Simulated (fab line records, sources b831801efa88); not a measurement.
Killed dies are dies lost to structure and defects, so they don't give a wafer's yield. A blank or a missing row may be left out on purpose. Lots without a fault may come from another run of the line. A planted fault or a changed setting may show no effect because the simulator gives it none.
fab line records | flow sky130
record lots=4 wafers=12 last_day=48
route steps=708 shown METAL1@442 VIA1@458 METAL2@483 PAD_OPEN@708
lots that met no fault: from a run of the same line without faults
start_h: hours from the record's first day to the start of the lot's first wafer shown | wait_h: hours since the lot's step before | " the same as in the row above | L1.1+2: a row that stands for several wafers | - no value, or no start given | * or withheld: withheld | < > ~ a bound
route shown NAME@n: a module of which the file shows steps, and the number in the route of the first | usual: mean/standard deviation of fault-free wafers | same: alike in all rows | chamber/n: place in a boat | sites: the reading at each site | _std_site: their standard deviation | _edge_site: outer sites' mean less inner sites' | radius_mm: how far each site lies from the wafer's centre | mask NAME#n: copy n | behind: the tool/chamber that last shaped the wafer | hold: why the lot was held/for how many hours/how that ended | device: the transistor (n, p or np) that didn't switch | end of line: the same wafers' tests at the end of the route | a step without rows: its recipe alone | killed: dies lost to structure and defects at the first sort, not the wafer's yield | map: a wafer's dies, x killed, . not, _ none there
set.NAME: the setting as run; set.NAME@STEP: as run at that earlier step | model.NAME: the simulator's own value behind a step, which no gauge read
lots at some steps of the route; a table a step, a row a wafer
services: from which hour (start_h, from the record's first day; less than 0 if before it) a tool's chamber was out of use, for how many hours, and why
## steps
# step SKY_METAL1_HMDS_08
# recipe prime_time_s=60 prime_temp_c=120
# step SKY_METAL1_COAT_09
# recipe resist=BARC temp_c=withheld time_s=withheld spin_rpm=3000 resist_thk_nm=60
# step SKY_METAL1_COAT_10
# recipe resist=KrF-thick spin_rpm=3000 resist_thk_nm=450
# step SKY_METAL1_SOFTBAKE_11
# recipe temp_c=100 time_s=90 resist=KrF-thick
# step SKY_METAL1_EXPOSE_12
# recipe mask_id=MM1 na=0.8 source_shape=annular sigma_inner=0.55 sigma_outer=0.85 target_cd_nm=140 dose_mj=28
# step SKY_METAL1_PEB_13
# recipe peb_temp_c=withheld peb_time_s=withheld resist=KrF-thick
# step SKY_METAL1_DEVELOP_14
# recipe develop_time_s=60 resist=KrF-thick dev_temp_c=21
# step SKY_METAL1_DESCUM_17
# recipe chemistry=O2 source_power_w=150 bias_power_w=0 pressure_mtorr=10 temp_c=40 time_s=8
# step SKY_METAL1_ETCH_18
# recipe chemistry=N2/H2 target=BARC ion_energy_ev=200 bias_w=100 pressure_mtorr=30 n2_flow_sccm=100 h2_flow_sccm=200 icp_w=500 stop_on=SiO2 time_s=45.9 target_depth_a=600
# step SKY_METAL1_METAL_ETCH_19
# recipe target_depth_a=3600 stop_on=SiO2 over_etch_frac=0.3 time_s=78 chemistry=Cl2/BCl3 resist_sidewall_deg=88 pressure_mtorr=10 icp_w=900 bias_w=48.5 Cl2_flow_sccm=60 bcl3_flow_sccm=30
# step SKY_METAL1_STRIP_20
# recipe chemistry=O2/N2 power_w=1400 pressure_mtorr=1500 platen_temp_c=withheld o2_flow_sccm=3000 n2_flow_sccm=300 overash_fraction=0.5
# usual chamber_pressure_mTorr=1500.0/1.4 drypump_motor_current_A=5.47/0.27 oes_product_au=0.343/0.005 strip_time_to_endpoint_s=2.69/0.039
# same overash_fraction=0.5
# columns lot.wafer tool chamber start_h wait_h chamber_pressure_mTorr drypump_motor_current_A oes_product_au rf_hours_counter_h strip_time_to_endpoint_s
L244.2 plasma_asher-04 1 774.51 0.1 1500.5 5.54 0.339 67 2.63
L244.4 " 0 " " 1501.0 5.56 0.341 - 2.69
L244.5 " 1 " " 1498.8 5.54 0.342 - 2.64
L245.2 plasma_asher-02 1 783.86 0.1 1502.4 5.00 0.348 34 2.72
L245.3 " 1 " " 1500.6 4.99 0.344 - 2.69
L245.4 " 0 " " 1500.5 5.14 0.353 - 2.73
L255.4 plasma_asher-04 1 863.01 0.1 1500.9 5.52 0.350 - 2.71
L255.5 " 1 " " 1498.8 5.53 0.348 - 2.73
L255.6 " 0 " " 1501.9 5.56 0.342 - 2.66
L256.1 plasma_asher-04 0 866.88 0.1 1500.5 5.53 0.341 76 2.68
L256.2 " 1 " " 1499.9 5.52 0.343 76 2.69
L256.6 " 0 " " 1499.9 5.55 0.350 - 2.72
# step SKY_METAL1_STRIP_21
# recipe chemistry=post_etch_residue_remover time_s=1200 temp_c=72.5
# step SKY_METAL1_CLEAN_22
# recipe chemistry=IPA time_s=180 temp_c=25
# step SKY_METAL1_CLEAN_23
# recipe chemistry=O3/DIW dry=n2_spin
# step SKY_VIA1_HDPCVD_00
# recipe material=SiO2 target_thk_nm=1030 sigma_open_frac=0.3 time_s=171.7 temp_c=400 sih4_flow_sccm=60 pressure_mtorr=6
# step SKY_VIA1_CMP_02
# recipe material=SiO2 down_force_psi=4 platen_rpm=60 pad_velocity_m_s=0.94248
# step SKY_VIA1_DEHYDRATE_04
# recipe temp_c=200 time_s=60
# step SKY_VIA1_HMDS_05
# recipe prime_time_s=60 prime_temp_c=120
# step SKY_VIA1_COAT_06
# recipe resist=BARC temp_c=withheld time_s=withheld spin_rpm=3000 resist_thk_nm=60
# step SKY_VIA1_COAT_07
# recipe resist=KrF-thick spin_rpm=3000 resist_thk_nm=450
# step SKY_VIA1_SOFTBAKE_08
# recipe temp_c=100 time_s=90 resist=KrF-thick
# step SKY_VIA1_EXPOSE_09
# recipe mask_id=VIM na=0.8 source_shape=annular sigma_inner=0.55 sigma_outer=0.85 target_cd_nm=150 dose_mj=38
# step SKY_VIA1_PEB_10
# recipe peb_temp_c=withheld peb_time_s=withheld resist=KrF-thick
# step SKY_VIA1_DEVELOP_11
# recipe develop_time_s=60 resist=KrF-thick dev_temp_c=21
# step SKY_VIA1_ETCH_14
# recipe chemistry=N2/H2 target=BARC ion_energy_ev=200 source_w=500 bias_w=100 pressure_mtorr=30 n2_flow_sccm=100 h2_flow_sccm=200 stop_on=SiO2 time_s=45.9 target_depth_a=600
# step SKY_VIA1_ETCH_15
# recipe target=SiO2 chemistry=C4F8/O2/Ar target_depth_nm=351 stop_on=TiN mask_material=KrF-thick source_w=1500 bias_w=1200 pressure_mtorr=40 c4f8_flow_sccm=withheld O2_flow_sccm=6 Ar_flow_sccm=300 time_s=54
# step SKY_VIA1_STRIP_16
# recipe chemistry=O2/N2 power_w=1400 pressure_mtorr=1500 platen_temp_c=withheld o2_flow_sccm=3000 n2_flow_sccm=300 overash_fraction=0.5
# step SKY_VIA1_STRIP_17
# recipe chemistry=post_etch_residue_remover time_s=1200 temp_c=72.5
# step SKY_VIA1_CLEAN_18
# recipe chemistry=IPA time_s=180 temp_c=25
# step SKY_VIA1_CLEAN_19
# recipe chemistry=O3/DIW dry=n2_spin
# step SKY_VIA1_SPUTTER_20
# recipe material=TiN target_thk_nm=20 chamber_pressure_pa=5 power_w=4000 time_s=80
# step SKY_VIA1_CVD_21
# recipe material=W target_thk_nm=270 time_s=80.902 temp_c=400 pressure_torr=40
# step SKY_VIA1_CMP_24
# recipe stop_on=SiO2 t_overpolish_s=15 down_force_psi=3.5 platen_rpm=60 target_thk_nm=0 pad_velocity_m_s=0.94248
# step SKY_METAL2_SPUTTER_00
# recipe material=Ti target_thk_nm=15 power_w=3000 time_s=10 chamber_pressure_pa=0.4
# step SKY_PAD_OPEN_PROBE_99
# usual defect_limited_yield=82.1/2 killed_at_M0_to_M3=44/7.8 killed_at_M4_up=3.1/1.7 killed_at_contacts=25/5.1 killed_at_front_end=15/4.4 killed_at_other=0.5/0.68 killed_dies=88/9.9 killed_open=48/6.9 killed_short=39/6.5 sort_bin_3_pad_short=0.8/0.42 sort_bin_5_function=10.6/1.5 sort_bin_6_memory=6.5/1.2 sort_n_pass=404/9.9 sort_yield_pct=82.1/2
# same gross_dies=492 killed_at_back_side=0 sort_bin_4_leakage[%]=0 sort_bin_8_speed[%]=0
# columns lot.wafer tool chamber start_h wait_h defect_limited_yield[%] killed_at_M0_to_M3 killed_at_M4_up killed_at_contacts killed_at_front_end killed_at_other killed_dies killed_open killed_short sort_bin_3_pad_short[%] sort_bin_5_function[%] sort_bin_6_memory[%] sort_n_pass sort_yield_pct[%] model.etest.tester.sort_n_pass model.etest.tester.sort_yield_pct model.etest.tester.sort_bin_5_pct model.etest.tester.sort_bin_3_pct
L255.4 prober-01 - 1149.07 0.2 81.1 42 7 26 18 0 93 48 45 1.0 12.2 5.7 399 81.1 399 81.1 12.2 1.016
L255.5 prober-01 - 1149.12 0.2 81.1 41 3 38 10 1 93 60 31 0.8 12.4 5.7 399 81.1 399 81.1 12.4 0.813
L255.6 prober-01 - 1149.17 0.2 74.0 81 2 26 19 0 128 41 46 2.2 17.9 5.9 364 74.0 364 73.98 17.89 2.236
L256.1 prober-02 - 1151.56 0.1 76.8 77 4 16 17 0 114 40 32 3.0 14.2 5.9 378 76.8 378 76.83 14.23 3.049
L256.6 prober-02 - 1151.81 0.2 75.4 85 5 16 15 0 121 48 27 0.8 17.5 6.3 371 75.4 371 75.41 17.48 0.813
# killed by level:class
L255.4 VIA1:geometric_particle:open=13 CONTACT:geometric_particle:open=9 METAL2:geometric_particle:short=7 CONTACT:geometric_particle:short=6 FIELD_ISO:geometric_particle:short=5 METAL4:geometric_particle:short=5 LI_CONTACT:geometric_particle:open=5 VIA3:geometric_particle:open=4
L255.5 VIA1:geometric_particle:open=15 LI_CONTACT:geometric_particle:open=14 CONTACT:geometric_particle:open=13 LOCAL_INTERCONNECT:geometric_particle:short=7 VIA2:geometric_particle:open=5 METAL2:geometric_particle:short=5 FIELD_ISO:geometric_particle:short=4 VIA3:geometric_particle:open=4
L255.6 METAL1:unspecified=40 VIA1:geometric_particle:open=11 LI_CONTACT:geometric_particle:open=7 CONTACT:geometric_particle:open=7 FIELD_ISO:geometric_particle:open=6 CONTACT:geometric_particle:short=6 FIELD_ISO:geometric_particle:short=5 METAL2:geometric_particle:short=5
L256.1 METAL1:unspecified=42 VIA2:geometric_particle:open=9 CONTACT:geometric_particle:open=8 VIA1:geometric_particle:open=7 POLY_GATE:geometric_particle:short=5 POLY_GATE:geometric_particle:open=5 VIA1:geometric_particle:short=5 SPACER:geometric_particle:short=4
L256.6 METAL1:unspecified=45 VIA1:geometric_particle:open=14 VIA3:geometric_particle:open=8 LI_CONTACT:geometric_particle:open=7 METAL2:geometric_particle:short=6 POLY_GATE:geometric_particle:short=5 CONTACT:geometric_particle:open=5 POLY_GATE:geometric_particle:open=4
# map L255.6 (x killed, . not)
__________xx..x.xxx._________
________.....xx.....x._______
______....xx...x...x...x_____
_____..x...x..x..........____
____x..x..........x.......___
___.....xx.x.x..xx.........__
__.....xx.x.x......x..x....._
_.xx.x.x..x.....xx..x...x....
_x.....xxxxx.x.x.......x....x
_x.xxxx.xxx.x..........x.xx..
_x.x.xxxxxxx...x....x........
_xxxxxxxxxxx...x.....x.......
_..xxxxxx.x..x.............x.
_......xxx.x.x...x.x.....x.x.
_.............x....x.x...x.x.
__..............x..x........_
___.x....xxx...x......x.x..__
____...x.........x...x...x___
_____....................____
______........x.x......._____
________......x......._______
__________.xx......._________
# map L256.6 (x killed, . not)
__________x....x...._________
________.xxxx........._______
______.x...x.......x..x._____
_____..x...x.x.....x.....____
____.........xx.........x.___
___......x.......xx.......x__
__.xx.x..xx........x........_
_.x.x..xxx..xx...........x.x.
_..xx.xxxxxxxxx......x....x..
_...xxxxxxxx..............x..
_....xxxxxxxx................
_....xxxxxxxx.....x......xxx.
_....x.xx.x.x...x.x........x.
_....xx..xx..xx....x.........
_.x....xxxx...........xx...x.
__......x.x.x....x....x.x..._
___x....x......x...........__
____x.....................___
_____x......x...x.....x.x____
______............x..x.x_____
________............x._______
__________.....x...._________
## services
# columns tool chamber start_h hours kind
plasma_asher-04 - 807.46 2.8 repair
## key
first_sign step=SKY_PAD_OPEN_PROBE_99 reading=killed_at_M0_to_M3 direction=up sigmas=4.7 usual=44 struck=81
effect step=SKY_PAD_OPEN_PROBE_99 reading=sort_bin_5_function direction=up sigmas=4 usual=10.6 struck=16.5
model_effect step=SKY_PAD_OPEN_PROBE_99 value=etest.tester.sort_n_pass without=408.7 struck=371
met_at SKY_METAL1_STRIP_20
struck_wafers L255.6,L256.1,L256.6
onset_between 774.51 863.01
fault kind=chamber_particle_source tool=plasma_asher-04 chamber=0 onset_h=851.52 steps=SKY_METAL1_STRIP_20 rate_per_visit_cm2=0.39295 end_h=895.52
